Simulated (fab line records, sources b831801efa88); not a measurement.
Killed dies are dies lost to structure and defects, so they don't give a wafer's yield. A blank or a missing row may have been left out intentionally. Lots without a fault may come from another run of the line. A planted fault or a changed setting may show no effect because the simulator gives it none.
The tool behind it: which one? -- flow sky130 -- 11 lots, 33 wafers sampled, at 5 steps of a route of 708

== WHAT THE GAUGES READ, wafer by wafer ==
SKY_POLY_GATE_THK_MEAS_01. Usual: POLY_GATE_CVD_00_THK 180.3 nm, standard deviation 1.6.
lot,measured,on,POLY_GATE_CVD_00_THK (nm),flag
L581,day 13 20:55,film-metro-01,179.6 180.5 180.1,
L582,day 14 10:08,film-metro-03,181.9 183.9 182.4,
L584,day 16 09:23,film-metro-04,181.7 180.9 179.6,
L587,day 16 10:34,film-metro-04,180.0 180.7 181.5,
L591,day 17 09:00,film-metro-04,178.3 177.4 178.3,
L593,day 17 20:15,film-metro-01,180.5 179.7 178.8,
L599,day 20 05:01,film-metro-01,179.2 178.3 178.5,
L600,day 20 12:08,film-metro-01,181.4 182.5 181.5,
L601,day 20 23:17,film-metro-01,178.5 179.6 178.8,
L602,day 21 06:17,film-metro-04,180.8 180.7 180.5,
L603,day 21 11:27,film-metro-01,182.6 180.2 182.2,

SKY_POLY_GATE_THK_MEAS_04. Usual: POLY_GATE_CVD_03_THK 75.5 nm, standard deviation 0.78.
lot,measured,on,POLY_GATE_CVD_03_THK (nm),flag
L581,day 15 00:57,film-metro-03,75.5 75.8 75.3,
L582,day 15 14:52,film-metro-04,73.9 74.0 74.4,
L584,day 17 17:04,film-metro-03,74.8 75.2 74.5,
L587,day 17 17:06,film-metro-03,75.2 75.6 74.8,
L591,day 18 16:27,film-metro-04,76.1 76.3 76.7,
L593,day 19 03:54,film-metro-04,75.6 75.6 75.2,
L599,day 21 13:27,film-metro-03,76.1 76.0 76.2,
L600,day 22 08:24,film-metro-03,75.7 75.5 75.2,
L601,day 22 13:59,film-metro-03,76.8 76.8 77.4,
L602,day 22 16:24,film-metro-04,73.6 73.6 73.7,
L603,day 22 16:25,film-metro-01,75.0 75.2 74.9,

SKY_LDD_P_CD_MEAS_07: target cd 380 nm. Usual: cd-nm 379.4 nm, standard deviation 2.1.
lot,measured,on,cd-nm (nm),flag
L581,day 18 15:26,cd-sem-01,380.2 378.3 379.5,
L582,day 19 07:19,cd-sem-02,381.4 380.9 381.8,
L584,day 21 17:25,cd-sem-01,381.1 380.6 380.5,
L587,day 22 06:24,cd-sem-02,378.0 377.1 379.4,
L591,day 22 13:52,cd-sem-02,378.4 353.7 353.4,OFF
L593,day 23 14:23,cd-sem-02,356.2 356.5 355.7,OFF
L599,day 25 03:44,cd-sem-02,375.9 377.8 379.4,
L600,day 26 03:01,cd-sem-02,379.2 379.3 378.3,
L601,day 26 09:29,cd-sem-01,375.6 379.4 378.0,
L602,day 26 13:02,cd-sem-01,380.6 377.5 380.1,
L603,day 26 12:57,cd-sem-02,381.2 382.6 384.6,

== EACH LOT AND THE TOOL THAT RAN IT (in order: tool; ch and the chambers of the sampled wafers; start) ==
lot,SKY_POLY_GATE_ETCH_15,SKY_LDD_P_COAT_02
L581,"rie-diel-03 ch 0,1, day 16 02:20","litho-track-01 ch 0, day 18 00:35"
L582,"rie-diel-03 ch 0,2,3, day 16 17:47","litho-track-03 ch 0, day 18 16:01"
L584,"rie-diel-03 ch 0,2,3, day 18 23:35","litho-track-01 ch 0, day 21 01:48"
L587,"rie-diel-04 ch 0,1,3, day 19 00:13","litho-track-04 ch 0, day 21 01:55"
L591,"rie-diel-01 ch 0,1,3, day 19 23:29","litho-track-01 ch 0, day 21 22:33"
L593,"rie-diel-03 ch 0,3, day 20 11:14","litho-track-01 ch 0, day 22 19:29"
L599,"rie-diel-03 ch 0,3, day 22 13:58","litho-track-03 ch 0, day 24 14:32"
L600,"rie-diel-04 ch 0,3, day 23 14:41","litho-track-01 ch 0, day 25 10:46"
L601,"rie-diel-01 ch 0,1,3, day 23 20:23","litho-track-03 ch 0, day 25 20:08"
L602,"rie-diel-01 ch 0,2, day 23 22:55","litho-track-01 ch 0, day 25 23:17"
L603,"rie-diel-04 ch 0,1,2, day 23 22:41","litho-track-03 ch 0, day 25 23:10"
- SKY_POLY_GATE_ETCH_15: etches BARC in N2/H2, stops on SiO2, time 118.5 s, target depth 110 nm.
- SKY_LDD_P_COAT_02: resist thk 1140 nm.

== WHAT THE TOOLS THEMSELVES READ (means of the sampled wafers that have a number; where no wafer has one, the mark that the record gives instead) ==
SKY_POLY_GATE_ETCH_15. Usual: drypump-motor-current-A 5.8 A, standard deviation 0.39; oes-product-au 0.717 a.u., standard deviation 0.005; rf-fwd-power-W 497.8 W, standard deviation 1.7; throttle-valve-pct 13.214 %, standard deviation 0.0093.
lot,tool,drypump-motor-current-A (A),oes-product-au (a.u.),rf-fwd-power-W (W),throttle-valve-pct (%),flag
L581,rie-diel-03,6.1,0.718,499.1,13.216,
L582,rie-diel-03,5.9,0.716,498.1,13.215,
L584,rie-diel-03,5.9,0.722,498.9,13.223,
L587,rie-diel-04,5.4,0.714,499.8,13.213,
L591,rie-diel-01,5.9,0.716,498.3,13.206,
L593,rie-diel-03,5.8,0.714,499.6,13.215,
L599,rie-diel-03,5.8,0.715,496.5,13.222,
L600,rie-diel-04,5.5,0.721,500.0,13.213,
L601,rie-diel-01,5.9,0.716,497.8,13.209,
L602,rie-diel-01,6.1,0.712,496.6,13.215,
L603,rie-diel-04,5.7,0.717,496.5,13.216,

SKY_LDD_P_COAT_02. Usual: exhaust-pa 45.0 Pa, standard deviation 0.99.
lot,tool,exhaust-pa (Pa),flag
L581,litho-track-01,45.3,
L582,litho-track-03,44.8,
L584,litho-track-01,45.3,
L587,litho-track-04,43.7,
L591,litho-track-01,43.5,
L593,litho-track-01,44.8,
L599,litho-track-03,43.9,
L600,litho-track-01,45.1,
L601,litho-track-03,44.6,
L602,litho-track-01,46.0,
L603,litho-track-03,45.4,

== THE ANSWER, worked out from the rows above alone ==
Rule: a lot counts as off when the mean over its wafers that have a number is more than 3 standard deviations away from the usual mean. Also off: a lot with no number at a reading for which 4 or more lots have one. Where the step has rows for the other lots, those lots are counted as sound. First the gauges in route order, then the tools' own readings, where a lot's mean is used as printed above. At the first step where some lot is off, the reading lying furthest off is the one used; lots without a number count as furthest.
Off at SKY_LDD_P_CD_MEAS_07 (cd-nm): L591, L593.
A tool fits if, at a process step before that reading, it ran every lot that is off, and no sound lot after the first of them. Gauges at SKY_LDD_P_CD_MEAS_07: tried the same way as those tools. Of those tried, none fits.

== WHAT THE SIMULATOR HAD PUT IN ==
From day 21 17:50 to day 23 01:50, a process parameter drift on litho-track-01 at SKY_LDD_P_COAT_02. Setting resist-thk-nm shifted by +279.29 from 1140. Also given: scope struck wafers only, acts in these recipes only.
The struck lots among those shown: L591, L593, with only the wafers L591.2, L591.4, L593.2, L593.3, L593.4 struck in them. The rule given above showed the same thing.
